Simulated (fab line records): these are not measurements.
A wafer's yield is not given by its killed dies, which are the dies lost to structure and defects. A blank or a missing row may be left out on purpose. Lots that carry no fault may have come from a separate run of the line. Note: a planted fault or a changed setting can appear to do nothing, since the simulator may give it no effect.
A lot that was struck, set against a sound lot    flow sky130    16 out of 708 route steps
Sound: the wafers L916.1, L916.3, L916.5. Struck: wafers L923.1, L923.3, L923.6. At the end, the cause is stated.
For every step that has rows: the tool of each side, followed by ch and its chambers, followed by its first start. Under that, the readings that differ: sound wafers    struck wafers    difference of the means    sigmas: that difference in standard deviations of wafers without a fault.
alike: readings whose means differ by less than 2 such deviations, and words and numbers that are the same on both sides. not compared: withheld readings, readings that some wafer has no value for, bounds like >300 that may hide the same value, and numbers for which the record gives no deviation and whose values overlap.
A row with sigmas, a row that says differs or no value, or rows on one side alone: a step with any of these is where the two part. Non-overlapping numbers with no deviation appear without sigmas and do not part them. A reading that every wafer of one side lacks parts them only if that side has two wafers or more.

first, 8 steps without rows for these wafers: SKY_POLY_GATE_DEHYDRATE_05 (time 60 s); SKY_POLY_GATE_HMDS_06 (prime time 60 s); SKY_POLY_GATE_COAT_07 (resist thk 110 nm); SKY_POLY_GATE_COAT_08 (resist thk 450 nm); SKY_POLY_GATE_SOFTBAKE_09 (time 90 s); SKY_POLY_GATE_EXPOSE_10 (exposes mask P1M, target cd 150 nm); SKY_POLY_GATE_PEB_11; SKY_POLY_GATE_DEVELOP_12 (develop time 60 s).
SKY_POLY_GATE_CD_MEAS_13: target cd 150 nm.
  sound: cd-sem-02 at day 18 11:59; struck: cd-sem-01 at day 21 05:02
  alike: cd-nm
SKY_POLY_GATE_OVL_MEAS_14:
  sound: overlay-02 at day 18 12:06; struck: overlay-01 at day 21 05:10
  alike: POLY_GATE_OVL
SKY_POLY_GATE_ETCH_15: etches BARC in N2/H2, stops on SiO2, time 118.5 s, target depth 110 nm.
  sound on rie-diel-03 ch 0,1,3, day 18 12:08; struck on rie-diel-02 ch 0,1,2, day 21 05:12
  alike: bias-w, chamber-pressure-mTorr, drypump-motor-current-A, oes-product-au, throttle-valve-pct
  not compared: rf-hours-counter-h
SKY_POLY_GATE_ETCH_16: etches Si3N4 in CH3F/O2, stops on poly-Si, time 147.5 s, target depth 75 nm.
  sound on rie-diel-03 ch 0,1,3, day 18 12:13; struck on rie-diel-02 ch 0,1,2, day 21 05:17
  alike: O2_flow_sccm, bias-w, drypump-motor-current-A, oes-product-au, throttle-valve-pct
  not compared: rf-hours-counter-h
SKY_POLY_GATE_ETCH_17: etches poly-Si in HBr/Cl2, stops on SiO2, target depth 180 nm, time 70.5 s.
  sound on rie-si-01 ch 0,1,3, day 18 12:19; struck on rie-si-02 ch 1,2,3, day 21 05:23
  no value came back on the struck wafers for any of 5 readings (HBr_flow_sccm (sccm), bias-w (W) and others); on the sound wafers HBr_flow_sccm (sccm) reads 149.8 150.2 149.9
reading                                           sound            struck             difference  sigmas
model.KrF-thick_of_POLY_GATE_COAT_08.thk-nm (nm)  140 141.1 144.9  233.2 236.8 233.5  +92.5       
  not compared: rf-hours-counter-h
SKY_POLY_GATE_STRIP_18: strips in O2/N2.
  sound on plasma-asher-02 ch 0, day 18 12:22; struck on plasma-asher-02 ch 0,1, day 21 05:26
reading                       sound              struck             difference  sigmas
oes-product-au (a.u.)         0.354 0.366 0.366  0.400 0.402 0.398  +0.038      +8
strip-time-to-endpoint-s (s)  3.17 3.19 3.22     4.19 4.22 4.18     +1.00       +26
  alike: drypump-motor-current-A, o2-flow-sccm
  not compared: rf-hours-counter-h
then, 1 step without rows for these wafers: SKY_POLY_GATE_CLEAN_19 (cleans in SC1/SC2, time 150 s).
-- here the record skips 28 days between the struck wafers' starts before and after, leaving off in module POLY_GATE and picking up in module PAD_OPEN (first step shown: number 708 of the route) --
SKY_PAD_OPEN_PROBE_99:
  sound: prober-02 at day 47 10:12; struck: prober-02 at day 49 00:11
reading              sound     struck                                                                difference                    sigmas
hold                 - - -     await-dispo/2.6h/scrap await-dispo/2.6h/scrap await-dispo/2.6h/scrap  no value on the sound wafers  
killed-at-front-end  17 20 14  433 425 414                                                           +407                          +88
killed-dies          88 96 81  492 492 492                                                           +404                          +42
killed-on-rim        20 23 14  96 96 96                                                              +77                           +19
  alike: killed_at_M0_to_M3, killed_at_M4_up, killed-at-contacts, killed-at-other, killed-open, killed-short

## WHERE THEY PART
At SKY_POLY_GATE_ETCH_17 first; at SKY_PAD_OPEN_PROBE_99 last (within this record only).

WHY: whatever the simulator had introduced
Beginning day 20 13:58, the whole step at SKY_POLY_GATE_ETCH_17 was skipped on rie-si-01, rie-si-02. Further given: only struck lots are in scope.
